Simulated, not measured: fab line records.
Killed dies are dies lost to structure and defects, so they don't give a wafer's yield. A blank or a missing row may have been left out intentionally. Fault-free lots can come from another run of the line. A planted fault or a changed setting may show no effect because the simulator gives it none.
A lot that was struck, set against a sound lot    flow sky130    15 steps out of a route of 708
Sound: the wafers L310.2, L310.5, L310.6. Wafers struck: L306.4, L306.5, L306.6. Last of all comes the cause.
For every step that has rows: the tool of each side, followed by ch and its chambers, followed by its first start. Under that, the readings that differ: sound wafers    struck wafers    difference of the means    sigmas: that difference in standard deviations of wafers without a fault.
alike: words and numbers the same on both sides, and readings whose means are apart by under 2 such deviations; not compared: readings that were withheld, readings missing a value for some wafer, numbers with overlapping values and no deviation given by the record, and bounds like >300 which may hide the same value.
The two part at a step that has a row with sigmas, a row that says differs or no value, or rows on one side only. Numbers that have no deviation but don't overlap get no sigmas and don't part them. A reading that every wafer of one side lacks parts them only if that side has two wafers or more.

first, 5 steps without rows for these wafers: SKY_METAL4_COAT_08 (resist thk 1120 nm); SKY_METAL4_SOFTBAKE_09 (time 90 s); SKY_METAL4_EXPOSE_10 (exposes mask MM4, target cd 300 nm); SKY_METAL4_PEB_11; SKY_METAL4_DEVELOP_12 (develop time 60 s).
SKY_METAL4_CD_MEAS_13: the cd target is 300 nm.
  struck on cd-sem-02, day 47 04:23; sound on cd-sem-01, day 48 03:19
  alike: cd-nm
SKY_METAL4_OVL_MEAS_14:
  struck on overlay-01, day 47 04:27; sound on overlay-01, day 48 03:25
  alike: METAL4_OVL
SKY_METAL4_DESCUM_15: chemistry O2, time 8 s.
  sound on rie-metal-04 ch 0,1, day 48 03:27; struck on rie-metal-01 ch 0,1, day 47 04:29
  alike: drypump-motor-current-A, oes-product-au
  not compared: rf-hours-counter-h
SKY_METAL4_ETCH_16: etches BARC in N2/H2, stops on SiO2, time 88.2 s, target depth 60 nm.
  sound on rie-metal-04 ch 0,1, day 48 03:29; struck on rie-metal-01 ch 0,1, day 47 04:32
  alike: drypump-motor-current-A, oes-product-au, throttle-valve-pct
  not compared: rf-hours-counter-h
SKY_METAL4_ETCH_17: etches SiO2 in C4F8/O2/Ar, stops on TiN, time 3.9 s, target depth 15 nm.
  sound on rie-diel-02 ch 1,2, day 48 03:35; struck on rie-diel-02 ch 1,2, day 47 04:36
  alike: oes-product-au
  not compared: rf-hours-counter-h
SKY_METAL4_METAL_ETCH_18: etches the open film in Cl2/BCl3, stops on SiO2, target depth 845 nm, time 183.1 s.
  sound on rie-metal-03 ch 0,1, day 48 03:36; struck on rie-metal-03 ch 0,1, day 47 04:41
  alike: drypump-motor-current-A, oes-product-au, throttle-valve-pct
  not compared: rf-hours-counter-h
SKY_METAL4_STRIP_19: strips in O2/N2.
  sound on plasma-asher-02 ch 0,1, day 48 03:47; struck on plasma-asher-02 ch 0,1, day 47 04:50
  alike: chamber-pressure-mTorr, drypump-motor-current-A, oes-product-au, strip-time-to-endpoint-s
  not compared: rf-hours-counter-h
SKY_METAL4_STRIP_20: strips in post etch residue remover, time 1200 s.
  sound on wet-bench-04 ch 3, day 48 03:53; struck on wet-bench-04 ch 1, day 47 04:54
  no value came back on the struck wafers for bath-guard-temp-C (C), bath-heat-duty-pct (%); on the sound wafers bath-guard-temp-C (C) reads 72.2 72.2 72.0
then, 1 step without rows for these wafers: SKY_METAL4_CLEAN_21 (cleans in IPA, time 180 s).
-- the record jumps here: 3 days lie between the struck wafers' starts before and after (it left off in module METAL4 and takes up again in module PAD_OPEN, whose first step shown is number 708 of the route) --
SKY_PAD_OPEN_PROBE_99:
  struck on prober-02, day 50 15:35; sound on prober-02, day 51 10:07
reading                                sound                 struck                difference  sigmas
model.etest.met4-comb.leak-log10-a-um  -11.94 -12.01 -12.05  -11.49 -11.66 -11.65  +0.40       
model.etest.via4-chain.rc-ohm          0.8058 0.813 0.8096   0.8491 0.8239 0.8692  +0.0379     
  alike: defect-limited-yield, killed_at_M0_to_M3, killed_at_M4_up, killed-at-contacts, killed-at-front-end, killed-dies, killed-on-rim, killed-open, killed-short, sort_bin_3_pad_short, sort_bin_5_function, sort_bin_6_memory, sort-n-pass, sort-yield-pct

WHERE THEY PART
SKY_METAL4_STRIP_20 only, going by this record. Later steps at which nothing parts them and some readings are alike: SKY_PAD_OPEN_PROBE_99.

WHY: what the simulator had put in
Whole step skipped at SKY_METAL4_STRIP_20 on wet-bench-04, starting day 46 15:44. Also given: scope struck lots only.
